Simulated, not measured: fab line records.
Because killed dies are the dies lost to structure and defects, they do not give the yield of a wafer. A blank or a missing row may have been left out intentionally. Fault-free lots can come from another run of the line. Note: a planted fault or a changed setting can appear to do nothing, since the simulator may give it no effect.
Which tool is to blame? | flow gf180mcu | Sampling: 24 lots, 72 wafers, 6 of 602 route steps

WHAT THE GAUGES SHOWED, per wafer
GF_V1_THK_MEAS_25: measures by xrf. Usual: V1_W_THK 359 nm, standard deviation 6.4.
lot  | measured     | on            | V1_W_THK (nm) | flag
L074 | day 18 16:34 | film_metro-03 | 357 359 358   |
L075 | day 18 22:53 | film_metro-02 | 357 354 359   |
L076 | day 19 09:35 | film_metro-03 | 360 359 356   |
L077 | day 20 00:20 | film_metro-03 | 363 362 374   |
L078 | day 20 05:24 | film_metro-01 | 367 364 365   |
L079 | day 20 08:53 | film_metro-01 | 362 362 364   |
L080 | day 21 09:26 | film_metro-03 | 349 351 346   |
L081 | day 21 09:24 | film_metro-02 | 360 363 348   |
L082 | day 21 15:02 | film_metro-01 | 355 362 358   |
L083 | day 21 20:04 | film_metro-02 | 345 343 349   |
L084 | day 22 18:56 | film_metro-03 | 369 364 360   |
L085 | day 22 21:56 | film_metro-03 | 354 353 360   |
L086 | day 23 04:22 | film_metro-03 | 360 362 359   |
L087 | day 23 13:04 | film_metro-03 | 361 360 357   |
L088 | day 23 21:05 | film_metro-02 | 348 344 353   |
L089 | day 24 02:23 | film_metro-03 | 354 361 360   |
L090 | day 24 08:42 | film_metro-02 | 369 360 358   |
L091 | day 25 02:36 | film_metro-03 | 360 361 361   |
L092 | day 25 05:13 | film_metro-01 | 364 358 364   |
L093 | day 25 06:42 | film_metro-01 | 366 363 363   |
L094 | day 25 12:23 | film_metro-03 | 346 349 357   |
L095 | day 25 19:34 | film_metro-02 | 357 360 356   |
L096 | day 26 03:49 | film_metro-02 | 356 364 365   |
L097 | day 26 06:07 | film_metro-03 | 365 358 353   |

GF_M2_RS_MEAS_05: the measuring method here is four-point-probe. Usual: M2_ALCU_RS 0.0696 ohm/sq, standard deviation 0.0009.
lot  | measured     | on            | M2_ALCU_RS (ohm/sq)  | flag
L074 | day 18 17:09 | film_metro-03 | 0.0716 0.0707 0.0718 |
L075 | day 18 23:28 | film_metro-03 | 0.0693 0.0705 0.0696 |
L076 | day 19 10:10 | film_metro-03 | 0.0692 0.0686 0.0692 |
L077 | day 20 01:07 | film_metro-03 | 0.0703 0.0701 0.0705 |
L078 | day 20 05:59 | film_metro-03 | 0.0692 0.0682 0.0696 |
L079 | day 20 09:28 | film_metro-02 | 0.0692 0.0690 0.0676 |
L080 | day 21 10:18 | film_metro-03 | 0.0688 0.0685 0.0688 |
L081 | day 21 09:59 | film_metro-02 | 0.0686 0.0695 0.0694 |
L082 | day 21 15:37 | film_metro-03 | 0.0680 0.0674 0.0675 |
L083 | day 21 20:39 | film_metro-04 | 0.0698 0.0700 0.0703 |
L084 | day 22 19:31 | film_metro-04 | 0.0710 0.0698 0.0710 |
L085 | day 22 22:32 | film_metro-04 | 0.0692 0.0698 0.0688 |
L086 | day 23 04:56 | film_metro-02 | 0.0689 0.0694 0.0700 |
L087 | day 23 13:38 | film_metro-04 | 0.0702 0.0695 0.0696 |
L088 | day 23 21:40 | film_metro-03 | 0.0702 0.0694 0.0695 |
L089 | day 24 02:58 | film_metro-03 | 0.0695 0.0706 0.0689 |
L090 | day 24 09:18 | film_metro-02 | 0.0706 0.0697 0.0709 |
L091 | day 25 03:40 | film_metro-02 | 0.0684 0.0690 0.0688 |
L092 | day 25 06:26 | film_metro-03 | 0.0695 0.0688 0.0689 |
L093 | day 25 07:17 | film_metro-04 | 0.0687 0.0690 0.0692 |
L094 | day 25 12:58 | film_metro-04 | 0.0692 0.0699 0.0694 |
L095 | day 25 20:11 | film_metro-04 | 0.0710 0.0713 0.0706 |
L096 | day 26 04:23 | film_metro-03 | 0.0714 0.0699 0.0708 |
L097 | day 26 06:42 | film_metro-02 | 0.0702 0.0697 0.0704 |

GF_V2_THK_MEAS_01. Usual: V2_CVD_00_THK 601 nm, standard deviation 7.
lot  | measured     | on            | V2_CVD_00_THK (nm) | flag
L074 | day 19 19:13 | film_metro-02 | 603 605 602        |
L075 | day 20 00:52 | film_metro-02 | 612 600 593        |
L076 | day 20 12:03 | film_metro-01 | 598 598 601        |
L077 | day 21 02:07 | film_metro-01 | 603 594 597        |
L078 | day 21 07:26 | film_metro-04 | 622 603 619        |
L079 | day 21 10:00 | film_metro-04 | 601 597 593        |
L080 | day 22 10:58 | film_metro-04 | 599 604 599        |
L081 | day 22 10:37 | film_metro-04 | 580 586 589        |
L082 | day 22 15:46 | film_metro-01 | 598 595 599        |
L083 | day 22 20:58 | film_metro-02 | 593 602 609        |
L084 | day 24 02:35 | film_metro-02 | 604 599 609        |
L085 | day 24 02:43 | film_metro-04 | 598 600 612        |
L086 | day 24 03:47 | film_metro-02 | 602 607 610        |
L087 | day 24 11:06 | film_metro-04 | 610 601 605        |
L088 | day 24 19:37 | film_metro-04 | 604 610 604        |
L089 | day 25 01:32 | film_metro-04 | 599 602 603        |
L090 | day 25 08:34 | film_metro-04 | 600 595 596        |
L091 | day 26 00:45 | film_metro-01 | 598 583 590        |
L092 | day 26 04:24 | film_metro-01 | 598 596 598        |
L093 | day 26 05:49 | film_metro-04 | 592 602 596        |
L094 | day 26 10:19 | film_metro-01 | 606 608 599        |
L095 | day 26 18:08 | film_metro-01 | 602 600 601        |
L096 | day 27 02:24 | film_metro-04 | 601 612 606        |
L097 | day 27 04:16 | film_metro-02 | 595 595 606        |

GF_V3_CD_MEAS_14 targets a cd of 260 nm. Usual: cd_nm reads 259.9 nm (standard deviation 1.1).
lot  | measured     | on        | cd_nm (nm)        | flag
L074 | day 23 00:06 | cd_sem-02 | 260.2 259.9 261.1 |
L075 | day 23 04:47 | cd_sem-01 | 261.3 260.8 261.2 |
L076 | day 23 14:58 | cd_sem-02 | 260.2 258.6 258.8 |
L077 | day 24 02:29 | cd_sem-02 | 260.8 259.8 261.7 |
L078 | day 24 07:45 | cd_sem-01 | 259.8 260.2 261.4 |
L079 | day 25 00:29 | cd_sem-02 | 259.5 259.6 259.1 |
L080 | day 25 08:28 | cd_sem-02 | 259.5 259.4 258.8 |
L081 | day 25 07:40 | cd_sem-01 | 259.9 260.0 261.6 |
L082 | day 25 13:56 | cd_sem-02 | 261.6 261.2 260.9 |
L083 | day 25 18:49 | cd_sem-02 | 260.5 260.7 260.7 |
L084 | day 26 22:35 | cd_sem-01 | 258.9 256.7 258.9 |
L085 | day 26 22:44 | cd_sem-02 | 259.9 259.9 258.8 |
L086 | day 27 01:53 | cd_sem-01 | 257.4 257.1 258.5 |
L087 | day 27 06:56 | cd_sem-01 | 258.7 260.5 260.1 |
L088 | day 27 13:20 | cd_sem-02 | 259.5 260.5 259.7 |
L089 | day 27 19:55 | cd_sem-01 | 260.8 260.1 259.8 |
L090 | day 28 01:43 | cd_sem-02 | 259.0 258.1 259.4 |
L091 | day 28 17:43 | cd_sem-01 | 260.2 259.6 260.3 |
L092 | day 28 21:49 | cd_sem-02 | 262.5 262.3 261.6 |
L093 | day 28 22:22 | cd_sem-01 | 259.7 259.6 260.0 |
L094 | day 29 03:40 | cd_sem-01 | 260.3 259.6 261.2 |
L095 | day 29 10:45 | cd_sem-01 | 259.7 258.6 259.5 |
L096 | day 29 17:50 | cd_sem-02 | 259.4 259.5 259.3 |
L097 | day 29 19:13 | cd_sem-02 | 260.1 260.9 259.6 |

GF_V4_THK_MEAS_03. Usual: V4_CVD_02_THK 848 nm, standard deviation 12.
lot  | measured     | on            | V4_CVD_02_THK (nm) | flag
L074 | day 24 03:04 | film_metro-02 | 834 841 849        |
L075 | day 24 05:37 | film_metro-02 | 834 846 842        |
L076 | day 24 14:29 | film_metro-02 | 855 855 852        |
L077 | day 25 04:02 | film_metro-04 | 840 856 845        |
L078 | day 25 08:52 | film_metro-04 | 834 865 841        |
L079 | day 25 23:57 | film_metro-02 | 834 843 849        |
L080 | day 26 08:02 | film_metro-04 | 838 840 855        |
L081 | day 26 07:31 | film_metro-01 | 816 823 826        |
L082 | day 26 14:02 | film_metro-02 | 838 834 872        |
L083 | day 26 18:13 | film_metro-02 | 829 856 843        |
L084 | day 27 22:56 | film_metro-01 | 855 846 859        |
L085 | day 27 21:45 | film_metro-01 | 832 864 850        |
L086 | day 28 01:08 | film_metro-04 | 849 840 866        |
L087 | day 28 05:54 | film_metro-02 | 847 846 857        |
L088 | day 28 12:59 | film_metro-02 | 849 845 857        |
L089 | day 28 17:53 | film_metro-04 | 845 851 869        |
L090 | day 29 00:22 | film_metro-01 | 832 835 837        |
L091 | day 29 16:32 | film_metro-01 | 841 856 871        |
L092 | day 29 20:22 | film_metro-02 | 838 862 852        |
L093 | day 29 21:09 | film_metro-01 | 848 861 876        |
L094 | day 30 02:00 | film_metro-02 | 844 868 866        |
L095 | day 30 08:16 | film_metro-04 | 850 850 844        |
L096 | day 30 15:23 | film_metro-04 | 843 843 867        |
L097 | day 30 16:35 | film_metro-01 | 842 828 846        |

WHAT TOOL EACH LOT RAN ON (gives the tool, then ch and the chambers of the sampled wafers, and finally the start)
lot  | GF_STI_SOFTBAKE_08
L074 | litho_track-01 ch 0, day 1 18:58
L075 | litho_track-03 ch 0, day 2 02:51
L076 | litho_track-04 ch 0, day 2 06:01
L077 | litho_track-01 ch 0, day 2 12:00
L078 | litho_track-01 ch 0, day 2 17:22
L079 | litho_track-04 ch 0, day 2 21:26
L080 | litho_track-03 ch 0, day 3 02:28
L081 | litho_track-04 ch 0, day 3 08:20
L082 | litho_track-04 ch 0, day 3 12:08
L083 | litho_track-03 ch 0, day 3 16:44
L084 | litho_track-03 ch 0, day 3 23:38
L085 | litho_track-03 ch 0, day 4 03:22
L086 | litho_track-04 ch 0, day 4 07:59
L087 | litho_track-03 ch 0, day 4 13:50
L088 | litho_track-04 ch 0, day 4 20:11
L089 | litho_track-03 ch 0, day 5 01:11
L090 | litho_track-04 ch 0, day 5 04:59
L091 | litho_track-01 ch 0, day 5 10:47
L092 | litho_track-03 ch 0, day 5 14:26
L093 | litho_track-01 ch 0, day 5 19:58
L094 | litho_track-01 ch 0, day 6 01:05
L095 | litho_track-03 ch 0, day 6 05:46
L096 | litho_track-03 ch 0, day 6 10:50
L097 | litho_track-03 ch 0, day 6 16:38
- GF_STI_SOFTBAKE_08: time 61.87 s.

AS READ BY THE TOOLS THEMSELVES (means over the sampled wafers that have a number; for cases with no such wafer, the mark the record gives instead)
GF_STI_SOFTBAKE_08. Usual: plate_sensor_t_centre_C 131.02 C, standard deviation 0.01; plate_sensor_t_edge_C 131.21 C, standard deviation 0.01.
lot  | tool           | plate_sensor_t_centre_C (C) | plate_sensor_t_edge_C (C) | flag
L074 | litho_track-01 | 131.01                      | 131.21                    |
L075 | litho_track-03 | 131.01                      | 131.21                    |
L076 | litho_track-04 | 131.02                      | 131.21                    |
L077 | litho_track-01 | 131.02                      | 131.21                    |
L078 | litho_track-01 | 131.02                      | 131.21                    |
L079 | litho_track-04 | 131.02                      | 131.20                    |
L080 | litho_track-03 | 131.02                      | 131.20                    |
L081 | litho_track-04 | 131.02                      | 131.20                    |
L082 | litho_track-04 | 131.02                      | 131.21                    |
L083 | litho_track-03 | 131.02                      | 131.21                    |
L084 | litho_track-03 | 131.02                      | 131.21                    |
L085 | litho_track-03 | 131.02                      | 131.22                    |
L086 | litho_track-04 | 131.02                      | 131.21                    |
L087 | litho_track-03 | 131.01                      | 131.21                    |
L088 | litho_track-04 | 131.02                      | 131.21                    |
L089 | litho_track-03 | 131.01                      | 131.21                    |
L090 | litho_track-04 | 131.01                      | 131.20                    |
L091 | litho_track-01 | 131.02                      | 131.21                    |
L092 | litho_track-03 | 131.00                      | 131.21                    |
L093 | litho_track-01 | 131.01                      | 131.22                    |
L094 | litho_track-01 | 131.02                      | 131.21                    |
L095 | litho_track-03 | 131.01                      | 131.21                    |
L096 | litho_track-03 | 131.02                      | 131.21                    |
L097 | litho_track-03 | 131.02                      | 131.21                    |

THE ANSWER, worked out from the rows above alone
Rule: lot off if the mean of its wafers having a number is beyond 3 standard deviations from the usual mean. A lot without any number at a reading at which 4 lots or more have one is off too. Where the step has rows for the other lots, those lots are counted as sound. After the gauges, taken in route order, come the tools' own readings; for these a lot's mean is taken, as printed above. The first step at which some lot is off is used, and at that step the reading that is off furthest; a lot without a number counts as furthest.
None of the lots is off at any reading shown; this tells nothing.

WHAT WAS PUT IN BY THE SIMULATOR
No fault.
